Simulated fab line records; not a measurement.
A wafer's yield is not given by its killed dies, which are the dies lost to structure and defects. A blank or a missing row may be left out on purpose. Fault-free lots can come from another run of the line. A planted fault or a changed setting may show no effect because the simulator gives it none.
Comparing a struck lot with a sound one | flow gf180mcu | 21 out of 602 route steps
Sound: these wafers, L615.1, L615.2, L615.4. Wafers struck: L608.3, L608.4, L608.5. The cause comes at the end.
Per side, at each step with rows, come the tool, then ch with its chambers, and then its first start. Under that, the readings that differ: sound wafers | struck wafers | difference of the means | sigmas: that difference in standard deviations of wafers without a fault.
alike: readings whose means differ by less than 2 such deviations, and words and numbers that are the same on both sides. not compared: withheld readings, readings that some wafer has no value for, bounds like >300 that may hide the same value, and numbers for which the record gives no deviation and whose values overlap.
The two part at a step that has a row with sigmas, a row that says differs or no value, or rows on one side only. Non-overlapping numbers with no deviation appear without sigmas and do not part them. A reading that every wafer of one side lacks parts them only if that side has two wafers or more.

GF_MIM_SPUTTER_02: material AlCu, target thk 450 nm, time 23.9 s.
  sound on pvd sputter-03, day 31 07:07; struck on pvd sputter-01, day 29 11:34
  alike: throttle valve pct
GF_MIM_SPUTTER_03: material Ti, target thk 10 nm, time 6.7 s.
  sound on pvd sputter-03, day 31 07:08; struck on pvd sputter-01, day 29 11:35
  alike: throttle valve pct
then, 2 steps without rows for these wafers: GF_MIM_SPUTTER_04 (material TiN, target thk 50 nm, time 41.7 s); GF_MIM_CVD_05 (deposits Si3N4, target thk 42 nm, time 29.086 s).
GF_MIM_THK_MEAS_06:
  sound on film metro-01, day 31 07:14; struck on film metro-04, day 29 11:43
  alike: MIM_CVD_05_THK
GF_MIM_SPUTTER_07: material TiN, target thk 60 nm, time 50 s.
  sound on pvd sputter-04, day 31 07:17; struck on pvd sputter-03, day 29 11:45
  alike: throttle valve pct
GF_MIM_SPUTTER_08: material AlCu, target thk 200 nm, time 10.6 s.
  sound on pvd sputter-04, day 31 07:20; struck on pvd sputter-03, day 29 11:47
  alike: throttle valve pct
GF_MIM_SPUTTER_09: material TiN, target thk 35 nm, time 29.2 s.
  sound on pvd sputter-04, day 31 07:22; struck on pvd sputter-03, day 29 11:49
  alike: throttle valve pct
GF_MIM_RS_MEAS_10: a four-point-probe measurement.
  sound on film metro-03, day 31 07:23; struck on film metro-01, day 29 11:53
  alike: MIM_ALCU_RS
GF_MIM_THK_MEAS_11: measures by xrf.
  sound on film metro-03, day 31 07:31; struck on film metro-01, day 29 11:59
  alike: MIM_ALCU_THK
then, 2 steps without rows for these wafers: GF_MIM_DEHYDRATE_12 (time 60 s); GF_MIM_HMDS_13 (prime time 60 s).
GF_MIM_COAT_14: resist thk 1000 nm.
  sound on litho track-02 ch 0, day 31 16:34; struck on litho track-01 ch 0, day 29 21:59
  reading                                  | sound                | struck               | difference | sigmas
  spin speed rpm (rpm)                     | 2999.7 2999.1 2999.9 | 3123.7 3124.5 3121.2 | +123.6     | +69
  model.NOVOLAK_of_MIM_COAT_14.thk nm (nm) | 1003 1002 1002       | 982.2 981.4 982.1    | -20.4      |
  alike: exhaust pa
then, 4 steps without rows for these wafers: GF_MIM_SOFTBAKE_15 (time 60 s); GF_MIM_EXPOSE_16 (exposes mask FuseTop, target cd 2000 nm); GF_MIM_PEB_17; GF_MIM_DEVELOP_18 (develop time 60 s).
GF_MIM_METAL_ETCH_19: etches the open film in Cl2/BCl3, stops on Si3N4, target depth 324.5 nm, time 54.1 s.
  sound on rie metal-03 ch 0,1, day 32 02:13; struck on rie metal-02 ch 0,1, day 30 08:01
  reading                                  | sound             | struck            | difference | sigmas
  model.NOVOLAK_of_MIM_COAT_14.thk nm (nm) | 872.6 873.8 872.8 | 850.7 853.1 853.4 | -20.7      |
  alike: chamber pressure mTorr, drypump motor current A, mfc cl2 sccm, oes product au, throttle valve pct
  not compared: rf hours counter h
GF_MIM_STRIP_20: strips in O2/N2.
  sound on plasma asher-01 ch 0,1, day 32 02:17; struck on plasma asher-01 ch 0,1, day 30 08:05
  reading                      | sound             | struck            | difference | sigmas
  strip time to endpoint s (s) | 11.25 11.24 11.25 | 10.99 11.01 11.03 | -0.24      | -5
  alike: chamber pressure mTorr, drypump motor current A, heater power w, oes product au
  not compared: rf hours counter h
then, 1 step without rows for these wafers: GF_MIM_STRIP_21 (strips in post etch residue remover, time 1200 s).
-- the record jumps here: 3 days lie between the struck wafers' starts before and after (it left off in module MIM and takes up again in module PASSIVATION, whose first step shown is number 602 of the route) --
GF_PASSIVATION_PROBE_99:
  the record has rows for the struck wafers here (prober-02, day 33 17:21) and none for the sound ones

## WHERE THEY PART
First at GF_MIM_COAT_14; last, within this record, at GF_PASSIVATION_PROBE_99.

WHY: what had been put in by the simulator
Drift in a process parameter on litho track-01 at GF_MIM_COAT_14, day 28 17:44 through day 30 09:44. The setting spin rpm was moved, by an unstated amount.
